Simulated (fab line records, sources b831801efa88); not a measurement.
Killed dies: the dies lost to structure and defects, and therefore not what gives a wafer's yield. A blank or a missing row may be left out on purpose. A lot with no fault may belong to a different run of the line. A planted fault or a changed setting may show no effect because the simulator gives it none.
2 desks looking at one fault :: flow sky130 :: what lay behind the numbers comes last; until then each desk has only its own

AT THE METROLOGY DESK
Means of the sampled wafers that have a number, per lot and without regard to the tool the lot ran on: this is what the gauges read. If a lot's mean is further than 4 standard deviations from the usual mean, the lot is out of limits and carries the mark OUT (the distance appears in the brackets).
Columns: A = VIA1_W_THK at SKY_VIA1_THK_MEAS_23, usual 265 nm; B = CAP2M_TIN_RS at SKY_CAP2M_RS_MEAS_03, usual 6.89 ohm/sq; C = CAP2M_TIN_THK at SKY_CAP2M_THK_MEAS_04, usual 196 nm
lot: L101
first seen here: day 35 13:45
A: 263
B: 6.82
C: 200

lot: L108
first seen here: day 37 08:59
A: 268
B: 6.94
C: 195

lot: L109
first seen here: day 37 22:58
A: 267
B: 6.72
C: 200

lot: L110
first seen here: day 38 01:03
A: 266
B: 6.89
C: 196

lot: L112
first seen here: day 38 16:48
A: 266
B: 6.89
C: 196

lot: L114
first seen here: day 39 09:59
A: 264
B: 6.79
C: 200

lot: L117
first seen here: day 40 07:52
A: 268
B: 7.93 (+10) OUT
C: 171 (-7.6) OUT

lot: L118
first seen here: day 40 11:49
A: 262
B: 7.89 (+10) OUT
C: 171 (-7.7) OUT

lot: L123
first seen here: day 41 12:31
A: 264
B: 6.92
C: 194
This desk finds L117, L118 out of limits, with the earliest case on L117 at day 45 13:43 (CAP2M_TIN_RS at SKY_CAP2M_RS_MEAS_03). L101, L108, L109, L110, L112, L114, L123 stayed within limits.

DESK OF THE TOOL OWNER: pvd-sputter-04
The tool's own readings at SKY_CAP2M_SPUTTER_02 (material TiN, target thk 200 nm, time 166.7 s): means of the sampled wafers that have a number, for each lot that ran on this tool. If a lot's mean is further than 4 standard deviations from the usual mean, the lot is out of limits and carries the mark OUT (the distance appears in the brackets).
Columns: A = cathode-dc-power-W at SKY_CAP2M_SPUTTER_02, usual 6500.0 W; B = throttle-valve-pct at SKY_CAP2M_SPUTTER_02, usual 30.1 %
lot: L101
first seen here: day 41 06:56
A: 6499.2
B: 29.0

lot: L109
first seen here: day 43 12:15
A: 6500.8
B: 28.8

lot: L114
first seen here: day 44 19:15
A: 6500.4
B: 28.9

lot: L117
first seen here: day 45 13:34
A: 5639.0 (-99 or more) OUT
B: 29.2

lot: L118
first seen here: day 45 18:29
A: 5637.3 (-99 or more) OUT
B: 29.2
Finding of this desk: L117, L118 out of limits; the first was L117 at day 45 13:34, on cathode-dc-power-W at SKY_CAP2M_SPUTTER_02. L101, L109, L114 stayed within limits.

PUT TOGETHER
At day 45 13:34, on L117, L118, the tool owner's desk was in a position to raise an alarm.
The metrology desk could have raised an alarm at day 45 13:43, on L117, L118.
Every lot named ran SKY_CAP2M_SPUTTER_02 on pvd-sputter-04.

WHAT HAD BEEN PUT IN BY THE SIMULATOR
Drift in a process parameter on pvd-sputter-04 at SKY_CAP2M_SPUTTER_02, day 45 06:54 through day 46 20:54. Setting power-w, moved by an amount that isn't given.
Lots struck among those shown: L117, L118.
Fault start to first reading out of limits, in hours, per desk: tool owner, 7; metrology, 7.
